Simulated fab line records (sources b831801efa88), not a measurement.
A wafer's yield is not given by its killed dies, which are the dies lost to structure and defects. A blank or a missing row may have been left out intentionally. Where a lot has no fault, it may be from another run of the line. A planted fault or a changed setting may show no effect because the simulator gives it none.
2 desks looking at one fault ; flow gf180mcu ; what lay behind the numbers comes last; until then each desk has only its own

== THE METROLOGY DESK ==
What the gauges read for every lot (on any tool): the sampled wafers with a number, averaged. Any lot whose mean is over 4 standard deviations away from the usual mean is out of limits and marked OUT; that distance is given in the brackets.
Columns: A = V3_CVD_02_THK at GF_V3_THK_MEAS_03, usual 851 nm
lot;first seen here;A
L625;day 21 16:23;848
L627;day 22 14:13;862
L629;day 23 03:09;858
L630;day 23 10:19;852
L631;day 23 20:41;845
L632;day 24 04:07;865
L633;day 24 11:47;855
L634;day 24 18:32;843
L635;day 25 04:27;853
L640;day 26 19:35;858
L644;day 28 22:45;855
L646;day 29 03:28;847
L647;day 29 08:29;849
This desk found nothing out of limits on any of the 13 lots.

== DESK OF THE TOOL OWNER: cmp-02 ==
The tool's own readings at GF_V3_CMP_04 (polishes SiO2): means of the sampled wafers that have a number, for each lot that ran on this tool. Any lot whose mean is over 4 standard deviations away from the usual mean is out of limits and marked OUT; that distance is given in the brackets.
Columns: A = motor_current_A at GF_V3_CMP_04, usual 11.5 A; B = slurry_filter_dp_kPa at GF_V3_CMP_04, usual 13.48 kPa; C = time_to_endpoint_s at GF_V3_CMP_04, usual 78 s
lot;first seen here;A;B;C
L625;day 21 16:28;11.7;13.38;79
L627;day 22 14:26;12.0;13.65;82
L629;day 23 03:15;11.1;13.43;80
L632;day 24 04:13;12.0;13.49;84
L633;day 24 11:50;12.0;13.48;77
L635;day 25 04:29;12.0;13.41;79
L640;day 26 19:38;11.1;13.48;59
This desk found nothing out of limits on any of the 7 lots.

== PUT TOGETHER ==
Metrology desk: nothing out of limits seen.
The tool owner's desk saw nothing out of limits.

== WHAT THE SIMULATOR HAD PUT IN ==
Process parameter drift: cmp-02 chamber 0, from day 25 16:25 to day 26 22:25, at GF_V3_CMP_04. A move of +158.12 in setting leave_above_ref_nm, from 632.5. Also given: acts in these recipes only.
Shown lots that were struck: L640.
